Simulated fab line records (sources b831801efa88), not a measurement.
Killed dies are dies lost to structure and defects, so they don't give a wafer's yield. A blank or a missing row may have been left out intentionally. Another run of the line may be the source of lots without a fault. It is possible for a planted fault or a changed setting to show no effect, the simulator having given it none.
Commonality check across tools / flow gf180mcu / Sampled: 11 lots, 33 wafers

## WHAT PROMPTED THE OPENING
At GF_V5_THK_MEAS_03 the reading V5_CVD_02_THK is flagged on 2 of 11 lots. Wafers without a fault read 1452 nm, standard deviation 22.
Rule: a lot is flagged in two cases, either no wafer of it has a number, or all its wafers with numbers fall more than 4 standard deviations from that mean. The rest of the lots are taken to be sound.

lot=L503; measured=day 26 18:24; on=film_metro-03; V5_CVD_02_THK (nm), wafer by wafer=1458 1442 1484; flag=
lot=L504; measured=day 27 03:03; on=film_metro-04; V5_CVD_02_THK (nm), wafer by wafer=1436 1445 1464; flag=
lot=L505; measured=day 27 04:18; on=film_metro-04; V5_CVD_02_THK (nm), wafer by wafer=1432 1419 1450; flag=
lot=L509; measured=day 29 03:13; on=film_metro-03; V5_CVD_02_THK (nm), wafer by wafer=1224 1252 1233; flag=FLAGGED
lot=L513; measured=day 30 08:07; on=film_metro-01; V5_CVD_02_THK (nm), wafer by wafer=1218 1241 1238; flag=FLAGGED
lot=L517; measured=day 31 05:14; on=film_metro-03; V5_CVD_02_THK (nm), wafer by wafer=1455 1475 1473; flag=
lot=L516; measured=day 31 12:46; on=film_metro-01; V5_CVD_02_THK (nm), wafer by wafer=1429 1461 1468; flag=
lot=L519; measured=day 31 19:48; on=film_metro-03; V5_CVD_02_THK (nm), wafer by wafer=1457 1457 1458; flag=
lot=L520; measured=day 32 02:21; on=film_metro-03; V5_CVD_02_THK (nm), wafer by wafer=1458 1432 1481; flag=
lot=L521; measured=day 32 04:42; on=film_metro-04; V5_CVD_02_THK (nm), wafer by wafer=1442 1470 1484; flag=
lot=L524; measured=day 33 02:08; on=film_metro-01; V5_CVD_02_THK (nm), wafer by wafer=1429 1427 1421; flag=
The mean of the flagged lots' numbers is 1234 nm, -218 nm from the usual (-10 standard deviations).

## TOOL THAT RAN EACH LOT
Before the reading, the record contains 4 process steps out of a 602-step route. Read each cell as the tool, then ch plus the chambers that the sampled wafers visited, then the start.
lot=L503; flag=; GF_MIM_CVD_05=pecvd-04 ch 0,1,2, day 24 23:43; GF_M5_ETCH_09=rie_diel-02 ch 0,2,3, day 26 17:29; GF_M5_STRIP_11=plasma_asher-01 ch 0,1, day 26 17:37; GF_V5_CVD_02=pecvd-04 ch 1,2, day 26 18:17
lot=L504; flag=; GF_MIM_CVD_05=pecvd-01 ch 0,2, day 25 07:56; GF_M5_ETCH_09=rie_diel-04 ch 1,2,3, day 27 02:10; GF_M5_STRIP_11=plasma_asher-04 ch 0,1, day 27 02:17; GF_V5_CVD_02=pecvd-04 ch 0,1, day 27 02:56
lot=L505; flag=; GF_MIM_CVD_05=pecvd-04 ch 0,1, day 25 10:09; GF_M5_ETCH_09=rie_diel-01 ch 0,1,2, day 27 03:18; GF_M5_STRIP_11=plasma_asher-03 ch 0,1, day 27 03:33; GF_V5_CVD_02=pecvd-02 ch 0,1,2, day 27 04:11
lot=L509; flag=FLAGGED; GF_MIM_CVD_05=pecvd-01 ch 1,2, day 27 11:02; GF_M5_ETCH_09=rie_diel-01 ch 0,3, day 29 02:13; GF_M5_STRIP_11=plasma_asher-04 ch 0,1, day 29 02:21; GF_V5_CVD_02=pecvd-03 ch 0,1, day 29 03:02
lot=L513; flag=FLAGGED; GF_MIM_CVD_05=pecvd-01 ch 0,1,2, day 28 16:56; GF_M5_ETCH_09=rie_diel-02 ch 1,2,3, day 30 06:34; GF_M5_STRIP_11=plasma_asher-04 ch 0,1, day 30 06:44; GF_V5_CVD_02=pecvd-03 ch 0, day 30 07:53
lot=L517; flag=; GF_MIM_CVD_05=pecvd-01 ch 0,2, day 29 15:11; GF_M5_ETCH_09=rie_diel-02 ch 0,2,3, day 31 04:19; GF_M5_STRIP_11=plasma_asher-01 ch 0, day 31 04:27; GF_V5_CVD_02=pecvd-02 ch 0,1,2, day 31 05:05
lot=L516; flag=; GF_MIM_CVD_05=pecvd-03 ch 0,1, day 30 00:17; GF_M5_ETCH_09=rie_diel-04 ch 0,1,2, day 31 11:52; GF_M5_STRIP_11=plasma_asher-03 ch 0,1, day 31 11:59; GF_V5_CVD_02=pecvd-02 ch 1,2, day 31 12:40
lot=L519; flag=; GF_MIM_CVD_05=pecvd-03 ch 0,2, day 30 05:52; GF_M5_ETCH_09=rie_diel-04 ch 0,1,3, day 31 18:55; GF_M5_STRIP_11=plasma_asher-01 ch 0,1, day 31 19:03; GF_V5_CVD_02=pecvd-02 ch 0,1,2, day 31 19:41
lot=L520; flag=; GF_MIM_CVD_05=pecvd-04 ch 1,2, day 30 13:58; GF_M5_ETCH_09=rie_diel-04 ch 0,1,2, day 32 01:21; GF_M5_STRIP_11=plasma_asher-01 ch 0,1, day 32 01:36; GF_V5_CVD_02=pecvd-02 ch 1,2, day 32 02:14
lot=L521; flag=; GF_MIM_CVD_05=pecvd-03 ch 0,1, day 30 16:29; GF_M5_ETCH_09=rie_diel-02 ch 1,2,3, day 32 03:43; GF_M5_STRIP_11=plasma_asher-04 ch 0,1, day 32 03:57; GF_V5_CVD_02=pecvd-04 ch 1,2, day 32 04:35
lot=L524; flag=; GF_MIM_CVD_05=pecvd-01 ch 0,1, day 31 14:23; GF_M5_ETCH_09=rie_diel-02 ch 1,2, day 33 01:16; GF_M5_STRIP_11=plasma_asher-03 ch 0,1, day 33 01:23; GF_V5_CVD_02=pecvd-03 ch 0,1,2, day 33 02:02
What the steps here do:
- GF_MIM_CVD_05: deposits Si3N4, target thk 42 nm, time 29.086 s.
- GF_M5_ETCH_09: etches Si3N4 in CF4/O2, target depth 52 nm, time 11.6 s.
- GF_M5_STRIP_11: strips in O2/N2.
- GF_V5_CVD_02: deposits SiO2 from TEOS, target thk 1450 nm, time 163.28 s.
- GF_V5_THK_MEAS_03

## FLAGGED OVER TOTAL, TOOL BY TOOL (the gauges that took the reading come last)
step=GF_MIM_CVD_05; tool=pecvd-01; lots run=5; flagged=2; share of the flagged lots=all; sound lots run after its first flagged lot=2 (L517,L524)
step=GF_MIM_CVD_05; tool=pecvd-03; lots run=3; flagged=0; share of the flagged lots=none; sound lots run after its first flagged lot=-
step=GF_MIM_CVD_05; tool=pecvd-04; lots run=3; flagged=0; share of the flagged lots=none; sound lots run after its first flagged lot=-
step=GF_M5_ETCH_09; tool=rie_diel-01; lots run=2; flagged=1; share of the flagged lots=some; sound lots run after its first flagged lot=0
step=GF_M5_ETCH_09; tool=rie_diel-02; lots run=5; flagged=1; share of the flagged lots=some; sound lots run after its first flagged lot=3 (L517,L521,L524)
step=GF_M5_ETCH_09; tool=rie_diel-04; lots run=4; flagged=0; share of the flagged lots=none; sound lots run after its first flagged lot=-
step=GF_M5_STRIP_11; tool=plasma_asher-01; lots run=4; flagged=0; share of the flagged lots=none; sound lots run after its first flagged lot=-
step=GF_M5_STRIP_11; tool=plasma_asher-03; lots run=3; flagged=0; share of the flagged lots=none; sound lots run after its first flagged lot=-
step=GF_M5_STRIP_11; tool=plasma_asher-04; lots run=4; flagged=2; share of the flagged lots=all; sound lots run after its first flagged lot=1 (L521)
step=GF_V5_CVD_02; tool=pecvd-02; lots run=5; flagged=0; share of the flagged lots=none; sound lots run after its first flagged lot=-
step=GF_V5_CVD_02; tool=pecvd-03; lots run=3; flagged=2; share of the flagged lots=all; sound lots run after its first flagged lot=1 (L524)
step=GF_V5_CVD_02; tool=pecvd-04; lots run=3; flagged=0; share of the flagged lots=none; sound lots run after its first flagged lot=-
step=GF_V5_THK_MEAS_03; tool=film_metro-01; lots run=3; flagged=1; share of the flagged lots=some; sound lots run after its first flagged lot=2 (L516,L524)
step=GF_V5_THK_MEAS_03; tool=film_metro-03; lots run=5; flagged=1; share of the flagged lots=some; sound lots run after its first flagged lot=3 (L517,L519,L520)
step=GF_V5_THK_MEAS_03; tool=film_metro-04; lots run=3; flagged=0; share of the flagged lots=none; sound lots run after its first flagged lot=-

## WHAT THE TABLE ALLOWS
3 rows of the table ran every flagged lot: pecvd-01 at GF_MIM_CVD_05, plasma_asher-04 at GF_M5_STRIP_11, pecvd-03 at GF_V5_CVD_02.
- pecvd-01 at GF_MIM_CVD_05: 2 of its 5 lots flagged. After the first flagged lot (L517, L524), sound lots still ran on it; a lasting fault on the whole tool would not permit that.
- plasma_asher-04 at GF_M5_STRIP_11: 2 of its 4 lots flagged. After the first flagged lot (L521), sound lots still ran on it; a lasting fault on the whole tool would not permit that.
- pecvd-03 at GF_V5_CVD_02: 2 of its 3 lots flagged. After the first flagged lot (L524), sound lots still ran on it; a lasting fault on the whole tool would not permit that. Its own readings lie more than 4 standard deviations out on every wafer of the flagged lots: rf_fwd_power_W.
Not one row of the table ran every flagged lot while running no sound lot after the first.

## WHAT THE SIMULATOR PUT IN
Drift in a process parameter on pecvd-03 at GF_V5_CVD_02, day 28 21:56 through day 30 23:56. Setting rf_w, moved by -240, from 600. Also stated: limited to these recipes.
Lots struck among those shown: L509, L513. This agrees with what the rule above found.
